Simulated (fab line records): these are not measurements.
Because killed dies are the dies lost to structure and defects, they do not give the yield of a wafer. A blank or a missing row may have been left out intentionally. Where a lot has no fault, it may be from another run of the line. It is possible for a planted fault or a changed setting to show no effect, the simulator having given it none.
A struck lot beside a sound one | flow sky130 | 43 out of 708 route steps
Sound: the wafers L829.1, L829.5, L829.6. Wafers L843.1, L843.2, L843.3 were the ones struck. The cause is named last.
Per side, at each step with rows, come the tool, then ch with its chambers, and then its first start. Under that, the readings that differ: sound wafers | struck wafers | difference of the means | sigmas: that difference in standard deviations of wafers without a fault.
alike: a reading whose means differ by less than 2 such deviations, as well as words and numbers matching on both sides. not compared: withheld readings; readings where some wafer has no value; bounds like >300 that might hide an equal value; numbers whose values overlap and for which the record gives no deviation.
The two part at a step that has a row with sigmas, a row that says differs or no value, or rows on one side only. Non-overlapping numbers with no deviation appear without sigmas and do not part them. Lack of a reading on every wafer of one side parts them only where that side has two or more wafers.

SKY_GATE_OXIDE_TW_MEAS_14:
  sound: film_metro-04 at day 14 01:41; struck: film_metro-02 at day 19 02:49
  reading       | sound             | struck            | difference | sigmas
  GATE_OXIDE_TW | 226.3 225.8 226.1 | 220.8 220.4 220.6 | -5.5       | -2
then, 3 steps without rows for these wafers: SKY_GATE_OXIDE_CLEAN_15 (cleans in SC1/SC2, time 150 s); SKY_GATE_OXIDE_OXIDATION_16 (stabilise 600 s, purge 300 s, target thk 3.57 nm); SKY_POLY_GATE_CVD_00 (deposits poly-Si, target thk 180 nm, time 720 s).
SKY_POLY_GATE_THK_MEAS_01:
  sound: film_metro-04 at day 14 04:33; struck: film_metro-02 at day 19 09:19
  alike: POLY_GATE_CVD_00_THK
then, 3 steps without rows for these wafers: SKY_RES_PROTECT_DEHYDRATE_00 (time 60 s); SKY_RES_PROTECT_HMDS_01 (prime time 60 s); SKY_RES_PROTECT_COAT_02 (resist thk 1140 nm).
SKY_RES_PROTECT_SOFTBAKE_03: time 62.71 s.
  sound on litho_track-01 ch 0, day 14 17:42; struck on litho_track-04 ch 0, day 20 00:04
  alike: plate_sensor_t_centre_C, plate_sensor_t_edge_C
then, 3 steps without rows for these wafers: SKY_RES_PROTECT_EXPOSE_04 (exposes mask RPM, target cd 1270 nm); SKY_RES_PROTECT_PEB_05; SKY_RES_PROTECT_DEVELOP_06 (develop time 60 s).
SKY_POLY_GATE_IMPLANT_02:
  sound on implanter-02 ch 0, day 15 07:19; struck on implanter-04 ch 0, day 20 16:08
  alike: beam_energy_keV
then, 1 step without rows for these wafers: SKY_RES_PROTECT_STRIP_07 (strips in O2/N2).
SKY_RES_PROTECT_TW_MEAS_08:
  sound: film_metro-01 at day 15 07:34; struck: film_metro-02 at day 20 16:23
  reading      | sound          | struck         | difference | sigmas
  POLY_GATE_TW | 4063 4057 4056 | 3980 3953 3926 | -106       | -2
then, 2 steps without rows for these wafers: SKY_RES_PROTECT_CLEAN_09 (cleans in SC1/SC2, time 150 s); SKY_POLY_GATE_CVD_03 (deposits Si3N4 from DCS/NH3, target thk 75 nm, time 1290 s).
SKY_POLY_GATE_THK_MEAS_04:
  sound: film_metro-02 at day 15 09:56; struck: film_metro-02 at day 20 18:49
  alike: POLY_GATE_CVD_03_THK
then, 8 steps without rows for these wafers: SKY_POLY_GATE_DEHYDRATE_05 (time 60 s); SKY_POLY_GATE_HMDS_06 (prime time 60 s); SKY_POLY_GATE_COAT_07 (resist thk 110 nm); SKY_POLY_GATE_COAT_08 (resist thk 450 nm); SKY_POLY_GATE_SOFTBAKE_09 (time 90 s); SKY_POLY_GATE_EXPOSE_10 (exposes mask P1M, target cd 150 nm); SKY_POLY_GATE_PEB_11; SKY_POLY_GATE_DEVELOP_12 (develop time 60 s).
SKY_POLY_GATE_CD_MEAS_13 targets a cd of 150 nm.
  sound: cd_sem-02 at day 16 14:13; struck: cd_sem-02 at day 22 01:35
  alike: cd_nm
SKY_POLY_GATE_OVL_MEAS_14:
  sound: overlay-01 at day 16 14:20; struck: overlay-02 at day 22 01:43
  alike: POLY_GATE_OVL
SKY_POLY_GATE_ETCH_15: etches BARC in N2/H2, stops on SiO2, time 118.5 s, target depth 110 nm.
  sound on rie_diel-03 ch 0,1,3, day 16 14:23; struck on rie_diel-03 ch 0,1,2, day 22 01:45
  alike: chamber_pressure_mTorr, drypump_motor_current_A, oes_product_au, throttle_valve_pct
  not compared: rf_hours_counter_h
SKY_POLY_GATE_ETCH_16: etches Si3N4 in CH3F/O2, stops on poly-Si, time 147.5 s, target depth 75 nm.
  sound on rie_diel-03 ch 0,1,3, day 16 14:28; struck on rie_diel-03 ch 0,1,2, day 22 01:50
  alike: O2_flow_sccm, chamber_pressure_mTorr, drypump_motor_current_A, oes_product_au, throttle_valve_pct
  not compared: rf_hours_counter_h
SKY_POLY_GATE_ETCH_17: etches poly-Si in HBr/Cl2, stops on SiO2, target depth 180 nm, time 70.5 s.
  sound on rie_si-02 ch 0,2,3, day 16 14:34; struck on rie_si-02 ch 0,1,2, day 22 01:56
  alike: chamber_pressure_mTorr, drypump_motor_current_A, oes_product_au, throttle_valve_pct
  not compared: rf_hours_counter_h
SKY_POLY_GATE_STRIP_18: strips in O2/N2.
  sound on plasma_asher-01 ch 0,1, day 16 14:37; struck on plasma_asher-01 ch 0,1, day 22 02:04
  reading               | sound             | struck            | difference | sigmas
  oes_product_au (a.u.) | 0.356 0.357 0.347 | 0.380 0.363 0.361 | +0.015     | +3
  alike: chamber_pressure_mTorr, drypump_motor_current_A, strip_time_to_endpoint_s
  not compared: rf_hours_counter_h
then, 2 steps without rows for these wafers: SKY_POLY_GATE_CLEAN_19 (cleans in SC1/SC2, time 150 s); SKY_POLY_GATE_OXIDATION_20 (stabilise 600 s, purge 300 s, target thk 4 nm).
SKY_POLY_GATE_THK_MEAS_21:
  sound: film_metro-04 at day 16 16:50; struck: film_metro-02 at day 22 03:48
  alike: POLY_GATE_OXIDATION_THK
SKY_POLY_GATE_CD_MEAS_22:
  sound: cd_sem-02 at day 16 16:53; struck: cd_sem-02 at day 22 03:52
  alike: cd_nm
then, 6 steps without rows for these wafers: SKY_LDD_N_DEHYDRATE_00 (time 60 s); SKY_LDD_N_HMDS_01 (prime time 60 s); SKY_LDD_N_COAT_02 (resist thk 300 nm); SKY_LDD_N_SOFTBAKE_03 (time 60 s); SKY_LDD_N_EXPOSE_04 (exposes mask NTM, target cd 840 nm); SKY_LDD_N_PEB_05.
-- the record jumps here: 27 days lie between the struck wafers' starts before and after (it left off in module LDD_N and takes up again in module PAD_OPEN, whose first step shown is number 708 of the route) --
SKY_PAD_OPEN_PROBE_99:
  sound: prober-02 at day 45 21:46; struck: prober-02 at day 49 13:33
  reading                              | sound              | struck            | difference | sigmas
  model.etest.res_poly.rs_ohm_sq_range | 0.8688 1.133 1.081 | 8.209 8.195 8.924 | +7.415     |
  alike: killed_at_M0_to_M3, killed_at_M4_up, killed_at_contacts, killed_at_front_end, killed_at_other, killed_dies, killed_open, killed_short

## WHERE THEY PART
At SKY_GATE_OXIDE_TW_MEAS_14 first; at SKY_POLY_GATE_STRIP_18 last (within this record only). Later steps at which nothing parts them and some readings are alike: SKY_POLY_GATE_THK_MEAS_21, SKY_POLY_GATE_CD_MEAS_22, SKY_PAD_OPEN_PROBE_99.

WHY: the cause the simulator had injected
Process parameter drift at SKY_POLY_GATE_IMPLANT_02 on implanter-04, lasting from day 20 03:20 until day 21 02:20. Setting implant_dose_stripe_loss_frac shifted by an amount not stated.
